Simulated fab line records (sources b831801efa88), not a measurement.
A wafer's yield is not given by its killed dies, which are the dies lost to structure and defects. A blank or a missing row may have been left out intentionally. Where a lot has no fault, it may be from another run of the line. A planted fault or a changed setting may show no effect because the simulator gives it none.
Lot-split experiment | flow sky130 | 5 lots, 23 wafers read, on a route of 708 steps

ON THE SPLIT
At SKY_LDD_LDN_COAT_02 (resist thk 1140 nm), the setting spin rpm was moved away from the recipe's 3000 rpm on 10 of the 23 wafers read, by -7.4% to +3.8%. The other wafers ran this setting at the recipe's value.

The split's own step is where the reading is taken.

THE READING
NOVOLAK_of_LDD_LDN_COAT_02.thk nm (the simulator's own value, which no gauge read), in nm, at SKY_LDD_LDN_COAT_02 (resist thk 1140 nm). No usual value for it is given in the file. The 13 wafers here that ran the recipe average 1141 nm, standard deviation 3.7 nm.

wafer  | tool, chamber at the split | spin rpm as run, rpm | against the recipe | NOVOLAK_of_LDD_LDN_COAT_02.thk nm, nm | against lot-mates on the recipe
L075.1 | litho track-02, 0          | 3095                 | +3.2%              | 1132                                  | -15
L075.2 | litho track-02, 0          | 3095                 | +3.2%              | 1132                                  | -15
L075.3 | litho track-02, 0          | 3000                 | recipe             | 1148                                  | -
L075.4 | litho track-02, 0          | 3095                 | +3.2%              | 1130                                  | -17
L075.6 | litho track-02, 0          | 3000                 | recipe             | 1146                                  | -
L078.1 | litho track-03, 0          | 3000                 | recipe             | 1140                                  | -
L078.2 | litho track-03, 0          | 3000                 | recipe             | 1138                                  | -
L078.3 | litho track-03, 0          | 3115                 | +3.8%              | 1122                                  | -17
L078.4 | litho track-03, 0          | 3000                 | recipe             | 1139                                  | -
L078.6 | litho track-03, 0          | 3115                 | +3.8%              | 1117                                  | -22
L079.2 | litho track-01, 0          | 2815                 | -6.2%              | 1180                                  | +39
L079.3 | litho track-01, 0          | 2815                 | -6.2%              | 1178                                  | +37
L079.4 | litho track-01, 0          | 3000                 | recipe             | 1142                                  | -
L079.5 | litho track-01, 0          | 2815                 | -6.2%              | 1179                                  | +38
L079.6 | litho track-01, 0          | 3000                 | recipe             | 1140                                  | -
L080.1 | litho track-03, 0          | 3000                 | recipe             | 1146                                  | -
L080.5 | litho track-03, 0          | 3000                 | recipe             | 1141                                  | -
L080.6 | litho track-03, 0          | 3000                 | recipe             | 1143                                  | -
L081.1 | litho track-01, 0          | 3000                 | recipe             | 1141                                  | -
L081.2 | litho track-01, 0          | 3000                 | recipe             | 1138                                  | -
L081.4 | litho track-01, 0          | 2778                 | -7.4%              | 1179                                  | +41
L081.5 | litho track-01, 0          | 3000                 | recipe             | 1134                                  | -
L081.6 | litho track-01, 0          | 2778                 | -7.4%              | 1184                                  | +46

FIT RESULTS
A straight line over all 23 wafers: NOVOLAK_of_LDD_LDN_COAT_02.thk nm changes by -5.41 nm for each +1% of spin rpm; r = -0.98; the points scatter about the line by 4.2 nm.
The same after taking each lot's own level away (the mean of its wafers on the recipe; 23 wafers): -5.77 nm for each +1%; r = -0.99; scatter 2.2 nm.
According to that fit, moving spin rpm by its largest amount changes the reading by 43 nm.
Measured against the standard deviation above, the lots' own levels, which go from 1137.7 to 1147.0 nm, span 2.5 times it.
Consequently the slope shifts little with the lot-to-lot level, the two slopes agreeing.
Check: with one of the wafers moved furthest among these (-7.4%) left out of the fit, the line predicts +44.3 nm for it against its lot-mates. It came out at +41.3 nm against them.

ADDITIONAL SPLITS CARRIED BY THESE WAFERS
Note: prior to the reading, these wafers also went through further splits. Each is held against what the fit with the lots' levels taken away leaves over:
other split on the same wafers          | wafers away from the commonest value | r with NOVOLAK_of_LDD_LDN_COAT_02.thk nm (lot level and that fit taken away)
SKY_VT_ADJUST_PCH_IMPLANT_08 energy kev | 4                                    | -0.02
SKY_SONOS_TUNNEL_IMPLANT_09 energy kev  | 5                                    | -0.22
SKY_SONOS_ONO_CVD_02 time s             | 15                                   | +0.10
SKY_SONOS_ONO_EXPOSE_10 dose mj         | 9                                    | -0.05
SKY_GATE_OXIDE_OXIDATION_16 ox time s   | 15                                   | +0.05
SKY_POLY_GATE_COAT_07 resist thk nm     | 8                                    | +0.01
SKY_POLY_GATE_OXIDATION_20 temp c       | 18                                   | +0.18
SKY_LDD_N_IMPLANT_08 energy kev         | 11                                   | +0.05
SKY_LDD_N_IMPLANT_15 energy kev         | 10                                   | +0.20
SKY_LDD_P_DEVELOP_06 develop time s     | 10                                   | -0.02
SKY_LDD_P_IMPLANT_09 dose cm2           | 8                                    | -0.01

FILE'S OWN FIT
NOVOLAK_of_LDD_LDN_COAT_02.thk nm changes by -5.81 nm for each +1% of spin rpm, r = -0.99.
